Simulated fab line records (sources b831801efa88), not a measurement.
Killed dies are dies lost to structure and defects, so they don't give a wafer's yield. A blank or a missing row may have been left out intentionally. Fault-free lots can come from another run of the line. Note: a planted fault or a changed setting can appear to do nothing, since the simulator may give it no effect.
fab line records | flow sky130
[record] lots = 5 | wafers = 15 | last_day = 49
route steps=708 shown CAP2M@614 METAL4@621 PAD_OPEN@708
lots with no fault: from the same line, run without faults
start_h: the number of hours between the record's first day and the start of the first shown wafer of the lot | wait_h: hours since the lot's step before | " the same as in the row above | L1.1+2: a row that stands for several wafers | - no value, or no start given | * or withheld: withheld | < > ~ a bound
route shown NAME@n: a module of which the file shows steps, and the number in the route of the first | usual: mean/standard deviation of fault-free wafers | same: alike in all rows | chamber/n: place in a boat | sites: each site's reading | _std_site: the standard deviation of these | _edge_site: inner sites' mean taken away from outer sites' mean | radius_mm: how far each site lies from the wafer's centre | mask NAME#n: copy n | behind: the tool/chamber that last shaped the wafer | hold: the reason the lot was held/the length of the hold in hours/how it ended | device: the transistor (n, p or np) that didn't switch | end of line: the same wafers' tests at the end of the route | a step with no rows: only its recipe | killed: dies that structure and defects cost at the first sort, which is not the same as the wafer's yield | map: per-die view of a wafer (x killed, . not killed, _ where there is no die)
set.NAME: the setting as run; set.NAME@STEP: as run at that earlier step | model.NAME: the simulator's own value behind a step, which no gauge read
lots seen at some steps along the route; tables by step, rows by wafer
services: a tool's chamber out of use, with start hour (start_h, from the record's first day; less than 0 if before it), hours out, and reason
[[steps]]
[step SKY_CAP2M_DEVELOP_11]
[recipe] resist = NOVOLAK | developer = TMAH | develop_time_s = 60 | dev_temp_c = 23
[step SKY_CAP2M_METAL_ETCH_13]
[recipe] target_depth_nm = 220 | stop_on = SiO2 | chemistry = Cl2/BCl3 | target = TiN | pressure_mtorr = 10 | icp_w = 900 | bias_w = 48.5 | Cl2_flow_sccm = 60 | bcl3_flow_sccm = 30 | time_s = 62.9
[step SKY_CAP2M_STRIP_14]
[recipe] chemistry = O2/N2 | power_w = 1400 | pressure_mtorr = 1500 | platen_temp_c = withheld | o2_flow_sccm = 3000 | n2_flow_sccm = 300 | overash_fraction = 0.5
[step SKY_CAP2M_STRIP_15]
[recipe] chemistry = post_etch_residue_remover | time_s = 1200 | temp_c = 72.5
[step SKY_CAP2M_CLEAN_16]
[recipe] chemistry = IPA | time_s = 180 | temp_c = 25
[step SKY_CAP2M_CLEAN_17]
[recipe] chemistry = O3/DIW | dry = n2_spin
[step SKY_METAL4_DEHYDRATE_05]
[recipe] temp_c = 200 | time_s = 60
[step SKY_METAL4_HMDS_06]
[recipe] prime_time_s = 60 | prime_temp_c = 120
[step SKY_METAL4_COAT_07]
[recipe] resist = BARC | temp_c = withheld | time_s = withheld | spin_rpm = 3000 | resist_thk_nm = 60
[step SKY_METAL4_COAT_08]
[recipe] resist = KrF-thick | spin_rpm = 3000 | resist_thk_nm = 1140
[step SKY_METAL4_SOFTBAKE_09]
[recipe] temp_c = 100 | time_s = 90 | resist = KrF-thick
[step SKY_METAL4_EXPOSE_10]
[recipe] mask_id = MM4 | na = 0.68 | source_shape = annular | sigma_inner = 0.4 | sigma_outer = 0.8 | target_cd_nm = 300 | dose_mj = 28
lot.wafer  | tool           | chamber | start_h | wait_h | mask
L236.1+2+6 | krf_scanner-01 | 0       | 1015.95 | -      | MM4#0
L239.4+5+6 | krf_scanner-01 | 0       | 1034.30 | -      | MM4#0
L240.1+3+5 | krf_scanner-01 | 0       | 1040.50 | -      | MM4#0
L241.2+3+6 | krf_scanner-01 | 0       | 1048.15 | -      | MM4#0
L248.1+4+5 | krf_scanner-02 | 0       | 1091.73 | -      | MM4#0
[step SKY_METAL4_PEB_11]
[recipe] peb_temp_c = withheld | peb_time_s = withheld | resist = KrF-thick
[step SKY_METAL4_DEVELOP_12]
[recipe] develop_time_s = 60 | resist = KrF-thick | dev_temp_c = 21
[step SKY_METAL4_CD_MEAS_13]
[recipe] target_cd_nm = 300
[usual] cd_nm = 299.6/1.3
lot.wafer | tool      | chamber | start_h | wait_h | cd_nm
L236.1    | cd_sem-02 | -       | 1027.75 | -      | 300.1
L236.2    | "         | -       | "       | "      | 298.6
L236.6    | "         | -       | "       | "      | 299.1
L239.4    | cd_sem-02 | -       | 1045.01 | -      | 298.9
L239.5    | "         | -       | "       | "      | 299.2
L239.6    | "         | -       | "       | "      | 217.0
L240.1    | cd_sem-02 | -       | 1051.70 | -      | 222.5
L240.3    | "         | -       | "       | "      | 221.0
L240.5    | "         | -       | "       | "      | 300.1
L241.2    | cd_sem-02 | -       | 1058.69 | -      | 299.1
L241.3    | "         | -       | "       | "      | 221.5
L241.6    | "         | -       | "       | "      | 219.8
L248.1    | cd_sem-02 | -       | 1101.65 | -      | 300.9
L248.4    | "         | -       | "       | "      | 299.3
L248.5    | "         | -       | "       | "      | 299.3
[step SKY_METAL4_DESCUM_15]
[recipe] chemistry = O2 | source_power_w = 150 | bias_power_w = 0 | pressure_mtorr = 10 | temp_c = 40 | time_s = 8
[usual] drypump_motor_current_A = 5.7/0.54 | oes_product_au = 1.003/0.0064 | rf_fwd_power_W = 147.2/0.69
[same] bias_power_w = 0
lot.wafer | tool         | chamber | start_h | wait_h | drypump_motor_current_A | oes_product_au | rf_fwd_power_W | rf_hours_counter_h | model.METAL4.cd_nm
L236.1    | rie_metal-01 | 0       | 1027.91 | 0.0    | 5.7                     | 1.015          | 148.0          | 10                 | 299.4
L236.2    | "            | 1       | "       | "      | 5.4                     | 1.006          | 146.9          | 15                 | 298.5
L236.6    | "            | 1       | "       | "      | 5.4                     | 0.995          | 145.9          | -                  | 298.7
L239.4    | rie_metal-01 | 0       | 1045.12 | 0.0    | 5.6                     | 1.009          | 148.5          | -                  | 298.5
L239.5    | "            | 1       | "       | "      | 5.5                     | 0.991          | 146.1          | -                  | 299.2
L239.6    | "            | 0       | "       | "      | 5.7                     | 0.997          | 147.9          | -                  | 216.8
L240.1    | rie_metal-03 | 0       | 1051.86 | 0.0    | 6.2                     | 1.010          | 147.3          | 0                  | 222.2
L240.3    | "            | 0       | "       | "      | 6.2                     | 1.003          | 147.6          | -                  | 220.7
L240.5    | "            | 1       | "       | "      | 5.1                     | 0.997          | 147.8          | -                  | 299.3
L241.2    | rie_metal-01 | 1       | 1058.83 | 0.0    | 5.4                     | 1.013          | 145.3          | -                  | 299.2
L241.3    | "            | 1       | "       | "      | 5.5                     | 1.003          | 146.4          | -                  | 221.4
L241.6    | "            | 1       | "       | "      | 5.4                     | 0.992          | 146.4          | -                  | 219.6
L248.1    | rie_metal-02 | 1       | 1101.80 | 0.0    | 6.4                     | 1.008          | 146.0          | 21                 | 300.9
L248.4    | "            | 0       | "       | "      | 5.3                     | 1.016          | 147.5          | -                  | 299.2
L248.5    | "            | 0       | "       | "      | 5.3                     | 1.013          | 147.5          | -                  | 299
[step SKY_METAL4_ETCH_16]
[recipe] chemistry = N2/H2 | target = BARC | ion_energy_ev = 200 | bias_w = 100 | pressure_mtorr = 30 | n2_flow_sccm = 100 | h2_flow_sccm = 200 | icp_w = 500 | stop_on = SiO2 | time_s = 88.2 | target_depth_a = 600
[step SKY_METAL4_ETCH_17]
[recipe] target = SiO2 | stop_on = TiN | chemistry = C4F8/O2/Ar | source_w = 1500 | bias_w = 1200 | pressure_mtorr = 40 | c4f8_flow_sccm = withheld | O2_flow_sccm = 6 | Ar_flow_sccm = 300 | time_s = 3.9 | target_depth_a = 150
[step SKY_METAL4_METAL_ETCH_18]
[recipe] target_depth_a = 8450 | stop_on = SiO2 | over_etch_frac = 0.3 | time_s = 183.1 | chemistry = Cl2/BCl3 | resist_sidewall_deg = 88 | pressure_mtorr = 10 | icp_w = 900 | bias_w = 48.5 | Cl2_flow_sccm = 60 | bcl3_flow_sccm = 30
[usual] drypump_motor_current_A = 5.6/0.48 | oes_product_au = 0.866/0.0065 | rf_fwd_power_W = 897.5/2.8 | throttle_valve_pct = 22.264/0.0094
lot.wafer | tool         | chamber | start_h | wait_h | drypump_motor_current_A | oes_product_au | rf_fwd_power_W | rf_hours_counter_h | throttle_valve_pct | model.METAL4.cd_nm
L236.1    | rie_metal-02 | 0       | 1028.05 | 0.0    | 5.3                     | 0.867          | 894.7          | 19                 | 22.258             | 300.5
L236.2    | "            | 1       | "       | "      | 6.4                     | 0.854          | 896.2          | 16                 | 22.268             | 300.9
L236.6    | "            | 0       | "       | "      | 5.3                     | 0.861          | 895.7          | -                  | 22.272             | 295.9
L239.4    | rie_metal-03 | 1       | 1045.43 | 0.2    | 5.0                     | 0.864          | 898.2          | -                  | 22.275             | 304.1
L239.5    | "            | 1       | "       | "      | 5.0                     | 0.870          | 897.7          | -                  | 22.279             | 303.1
L239.6    | "            | 1       | "       | "      | 5.0                     | 0.861          | 896.4          | -                  | 22.259             | 220.2
L240.1    | rie_metal-01 | 1       | 1052.01 | 0.0    | 5.5                     | 0.870          | 892.9          | 17                 | 22.261             | 220.8
L240.3    | "            | 0       | "       | "      | 5.7                     | 0.870          | 900.7          | -                  | 22.272             | 216.9
L240.5    | "            | 1       | "       | "      | 5.4                     | 0.868          | 899.4          | -                  | 22.283             | 296.5
L241.2    | rie_metal-02 | 0       | 1059.10 | 0.0    | 5.3                     | 0.869          | 894.8          | 21                 | 22.247             | 300.1
L241.3    | "            | 1       | "       | "      | 6.5                     | 0.862          | 900.4          | -                  | 22.260             | 225.8
L241.6    | "            | 1       | "       | "      | 6.5                     | 0.880          | 902.2          | -                  | 22.275             | 224.4
L248.1    | rie_metal-01 | 1       | 1101.95 | 0.0    | 5.5                     | 0.862          | 898.1          | 21                 | 22.264             | 301.9
L248.4    | "            | 1       | "       | "      | 5.5                     | 0.860          | 895.0          | -                  | 22.274             | 300.8
L248.5    | "            | 1       | "       | "      | 5.4                     | 0.866          | 900.5          | -                  | 22.264             | 299.4
[step SKY_METAL4_STRIP_19]
[recipe] chemistry = O2/N2 | power_w = 1400 | pressure_mtorr = 1500 | platen_temp_c = withheld | o2_flow_sccm = 3000 | n2_flow_sccm = 300 | overash_fraction = 0.5
[step SKY_PAD_OPEN_PROBE_99]
[usual] defect_limited_yield = 82.2/1.9 | killed_at_M0_to_M3 = 45/7.3 | killed_at_M4_up = 3.1/1.7 | killed_at_contacts = 25/5.1 | killed_at_front_end = 15/4.5 | killed_at_other = 0.3/0.56 | killed_dies = 88/9.4 | killed_on_rim = 17/4.3 | killed_open = 47/6.6 | killed_short = 40/6.9 | sort_bin_3_pad_short = 0.9/0.46 | sort_bin_5_function = 10.5/1.5 | sort_bin_6_memory = 6.4/1.1 | sort_n_pass = 404/9.4 | sort_yield_pct = 82.2/1.9
[same] gross_dies = 492 | killed_at_back_side = 0 | sort_bin_4_leakage[%] = 0 | sort_bin_8_speed[%] = 0
lot.wafer | tool      | chamber | start_h | wait_h | defect_limited_yield[%] | killed_at_M0_to_M3 | killed_at_M4_up | killed_at_contacts | killed_at_front_end | killed_at_other | killed_dies | killed_on_rim | killed_open | killed_short | sort_bin_3_pad_short[%] | sort_bin_5_function[%] | sort_bin_6_memory[%] | sort_n_pass | sort_yield_pct[%]
L236.1    | prober-01 | -       | 1116.86 | 0.1    | 81.3                    | 41                 | 1               | 27                 | 22                  | 1               | 92          | 19            | 52          | 40           | 0.8                     | 11.4                   | 6.5                  | 400         | 81.3
L236.2    | prober-01 | -       | 1116.91 | 0.1    | 79.5                    | 49                 | 3               | 32                 | 16                  | 1               | 101         | 19            | 55          | 46           | 1.0                     | 12.0                   | 7.5                  | 391         | 79.5
L236.6    | prober-01 | -       | 1117.11 | 0.2    | 80.3                    | 35                 | 1               | 32                 | 29                  | 0               | 97          | 25            | 55          | 42           | 0.4                     | 13.2                   | 6.1                  | 395         | 80.3
L239.4    | prober-01 | -       | 1132.70 | 0.2    | 83.5                    | 39                 | 1               | 25                 | 15                  | 1               | 81          | 13            | 48          | 31           | 0.6                     | 10.6                   | 5.3                  | 411         | 83.5
L239.5    | prober-01 | -       | 1132.75 | 0.2    | 84.3                    | 42                 | 4               | 17                 | 14                  | 0               | 77          | 18            | 43          | 34           | 1.2                     | 9.8                    | 4.7                  | 415         | 84.3
L239.6    | prober-01 | -       | 1132.80 | 0.2    | 0                       | 50                 | 409             | 22                 | 10                  | 1               | 492         | 96            | 49          | 34           | 1.2                     | 92.7                   | 6.1                  | 0           | 0
L240.1    | prober-02 | -       | 1138.62 | 0.1    | 0.4                     | 38                 | 416             | 20                 | 15                  | 1               | 490         | 96            | 45          | 31           | 1.0                     | 92.3                   | 6.3                  | 2           | 0.4
L240.3    | prober-02 | -       | 1138.72 | 0.2    | 0                       | 34                 | 425             | 23                 | 10                  | 0               | 492         | 96            | 39          | 31           | 0.2                     | 95.9                   | 3.9                  | 0           | 0
L241.2    | prober-01 | -       | 1144.94 | 0.1    | 81.5                    | 45                 | 2               | 21                 | 23                  | 0               | 91          | 15            | 43          | 48           | 1.4                     | 10.8                   | 6.3                  | 401         | 81.5
L241.3    | prober-01 | -       | 1144.99 | 0.2    | 0.4                     | 41                 | 409             | 23                 | 17                  | 0               | 490         | 96            | 44          | 43           | 0.8                     | 94.1                   | 4.7                  | 2           | 0.4
L241.6    | prober-01 | -       | 1145.14 | 0.2    | 1.4                     | 41                 | 410             | 26                 | 8                   | 0               | 485         | 96            | 47          | 33           | 0.8                     | 93.1                   | 4.7                  | 7           | 1.4
// killed by level:class
L236.1 CONTACT:geometric_particle:open=10 LI_CONTACT:geometric_particle:open=9 VIA1:geometric_particle:open=8 FIELD_ISO:geometric_particle:short=6 VIA1:geometric_particle:short=6 FIELD_ISO:geometric_particle:open=5 METAL1:geometric_particle:short=5 VIA2:geometric_particle:open=5
L236.2 VIA1:geometric_particle:open=16 VIA2:geometric_particle:open=10 LI_CONTACT:geometric_particle:open=10 CONTACT:geometric_particle:short=9 POLY_GATE:geometric_particle:short=7 CONTACT:geometric_particle:open=6 VIA1:geometric_particle:short=5 LI_CONTACT:geometric_particle:short=4
L236.6 CONTACT:geometric_particle:open=11 VIA1:geometric_particle:open=11 FIELD_ISO:geometric_particle:short=10 LI_CONTACT:geometric_particle:open=10 LI_CONTACT:geometric_particle:short=6 VIA3:geometric_particle:open=6 FIELD_ISO:geometric_particle:open=5 POLY_GATE:geometric_particle:short=5
L239.4 CONTACT:geometric_particle:open=11 VIA1:geometric_particle:open=8 LI_CONTACT:geometric_particle:open=7 METAL1:geometric_particle:short=7 VIA2:geometric_particle:open=7 METAL3:geometric_particle:short=5 POLY_GATE:geometric_particle:open=4 VIA3:geometric_particle:open=4
L239.5 CONTACT:geometric_particle:open=8 VIA1:geometric_particle:open=8 VIA3:geometric_particle:open=7 POLY_GATE:geometric_particle:short=5 VIA2:geometric_particle:open=5 LI_CONTACT:geometric_particle:open=4 METAL1:geometric_particle:short=4 METAL2:geometric_particle:short=4
L239.6 METAL4:area_expose=408 VIA1:geometric_particle:open=11 LI_CONTACT:geometric_particle:open=10 VIA2:geometric_particle:open=10 VIA3:geometric_particle:open=6 METAL1:geometric_particle:short=5 VIA1:geometric_particle:short=5 POLY_GATE:geometric_particle:short=4
L240.1 METAL4:area_expose=413 LI_CONTACT:geometric_particle:open=8 VIA2:geometric_particle:open=8 CONTACT:geometric_particle:open=6 VIA1:geometric_particle:short=5 VIA1:geometric_particle:open=5 METAL2:geometric_particle:short=5 FIELD_ISO:geometric_particle:open=4
L240.3 METAL4:area_expose=422 VIA1:geometric_particle:open=11 CONTACT:geometric_particle:open=10 METAL2:geometric_particle:short=8 METAL1:geometric_particle:short=7 LI_CONTACT:geometric_particle:open=5 FIELD_ISO:geometric_particle:short=3 FIELD_ISO:geometric_particle:open=3
L241.2 VIA2:geometric_particle:open=9 CONTACT:geometric_particle:open=8 POLY_GATE:geometric_particle:short=7 FIELD_ISO:geometric_particle:short=6 VIA1:geometric_particle:short=6 METAL2:geometric_particle:short=6 VIA3:geometric_particle:open=6 VIA2:geometric_particle:short=5
L241.3 METAL4:area_expose=403 METAL1:geometric_particle:short=8 CONTACT:geometric_particle:open=7 LI_CONTACT:geometric_particle:open=7 VIA1:geometric_particle:open=7 VIA2:geometric_particle:open=5 CONTACT:geometric_particle:short=5 METAL2:geometric_particle:short=5
L241.6 METAL4:area_expose=405 CONTACT:geometric_particle:open=9 LI_CONTACT:geometric_particle:open=8 VIA1:geometric_particle:open=7 METAL2:geometric_particle:short=7 VIA2:geometric_particle:open=7 VIA3:geometric_particle:open=6 POLY_GATE:geometric_particle:short=4
// map L239.6 (x killed, . not)
__________xxxxxxxxxx_________
________xxxxxxxxxxxxxx_______
______xxxxxxxxxxxxxxxxxx_____
_____xxxxxxxxxxxxxxxxxxxx____
____xxxxxxxxxxxxxxxxxxxxxx___
___xxxxxxxxxxxxxxxxxxxxxxxx__
__xxxxxxxxxxxxxxxxxxxxxxxxxx_
_xxxxxxxxxxxxxxxxxxxxxxxxxxxx
_xxxxxxxxxxxxxxxxxxxxxxxxxxxx
_xxxxxxxxxxxxxxxxxxxxxxxxxxxx
_xxxxxxxxxxxxxxxxxxxxxxxxxxxx
_xxxxxxxxxxxxxxxxxxxxxxxxxxxx
_xxxxxxxxxxxxxxxxxxxxxxxxxxxx
_xxxxxxxxxxxxxxxxxxxxxxxxxxxx
_xxxxxxxxxxxxxxxxxxxxxxxxxxxx
__xxxxxxxxxxxxxxxxxxxxxxxxxx_
___xxxxxxxxxxxxxxxxxxxxxxxx__
____xxxxxxxxxxxxxxxxxxxxxx___
_____xxxxxxxxxxxxxxxxxxxx____
______xxxxxxxxxxxxxxxxxx_____
________xxxxxxxxxxxxxx_______
__________xxxxxxxxxx_________
// map L240.3 (x killed, . not)
__________xxxxxxxxxx_________
________xxxxxxxxxxxxxx_______
______xxxxxxxxxxxxxxxxxx_____
_____xxxxxxxxxxxxxxxxxxxx____
____xxxxxxxxxxxxxxxxxxxxxx___
___xxxxxxxxxxxxxxxxxxxxxxxx__
__xxxxxxxxxxxxxxxxxxxxxxxxxx_
_xxxxxxxxxxxxxxxxxxxxxxxxxxxx
_xxxxxxxxxxxxxxxxxxxxxxxxxxxx
_xxxxxxxxxxxxxxxxxxxxxxxxxxxx
_xxxxxxxxxxxxxxxxxxxxxxxxxxxx
_xxxxxxxxxxxxxxxxxxxxxxxxxxxx
_xxxxxxxxxxxxxxxxxxxxxxxxxxxx
_xxxxxxxxxxxxxxxxxxxxxxxxxxxx
_xxxxxxxxxxxxxxxxxxxxxxxxxxxx
__xxxxxxxxxxxxxxxxxxxxxxxxxx_
___xxxxxxxxxxxxxxxxxxxxxxxx__
____xxxxxxxxxxxxxxxxxxxxxx___
_____xxxxxxxxxxxxxxxxxxxx____
______xxxxxxxxxxxxxxxxxx_____
________xxxxxxxxxxxxxx_______
__________xxxxxxxxxx_________
[[services]]
tool           | chamber | start_h | hours | kind
krf_scanner-02 | -       | 992.60  | 72.0  | pm
krf_scanner-01 | -       | 1013.12 | 0.3   | repair
rie_metal-03   | 0       | 1026.80 | -     | clean
rie_metal-03   | 0       | 1026.80 | 18.8  | scheduled_down
rie_metal-03   | 0       | 1026.80 | 18.8  | vent_cycle
krf_scanner-01 | -       | 1050.67 | 3.0   | repair
krf_scanner-01 | -       | 1051.28 | 0.8   | repair
rie_metal-01   | 0       | 1054.41 | 21.0  | repair
krf_scanner-02 | -       | 1064.60 | 1.3   | pm
krf_scanner-01 | -       | 1065.90 | 3.6   | pm
krf_scanner-01 | -       | 1069.45 | 0.8   | pm
krf_scanner-01 | -       | 1072.00 | 0.5   | repair
krf_scanner-01 | -       | 1074.06 | 1.0   | pm
krf_scanner-02 | -       | 1087.95 | 0.8   | pm
rie_metal-01   | -       | 1092.36 | 2.8   | pm
krf_scanner-01 | -       | 1094.21 | 1.3   | pm
[[key]]
[first_sign] step = SKY_METAL4_CD_MEAS_13 | reading = cd_nm | direction = down | sigmas = 62 | usual = 299.6 | struck = 220.4
[effect] step = SKY_PAD_OPEN_PROBE_99 | reading = killed_at_M4_up | direction = up | sigmas = 99+ | usual = 3.1 | struck = 413.8
[model_effect] step = SKY_METAL4_DESCUM_15 | value = METAL4.cd_nm | without = 299.7 | struck = 220.1
[model_effect] step = SKY_METAL4_METAL_ETCH_18 | value = METAL4.cd_nm | without = 301.2 | struck = 221.6
[more_kills_born_at] SKY_METAL4_EXPOSE_10@krf_scanner-01 = 2051
met_at SKY_METAL4_EXPOSE_10
struck_wafers L239.6,L240.1,L240.3,L241.3,L241.6
later_rows_left_out L239.6,L240.1,L240.3,L241.3,L241.6
onset_between 1015.95 1034.30
[fault] kind = process_parameter_drift | tool = krf_scanner-01 | chamber = - | onset_h = 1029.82 | steps = SKY_METAL4_EXPOSE_10 | channel = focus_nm | offset = 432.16 | shape = step | end_h = 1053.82 | scope = struck_wafers_only
// later_rows_left_out: the simulator's readings of these wafers behind a module that went badly wrong aren't trusted and aren't shown, but for the sort
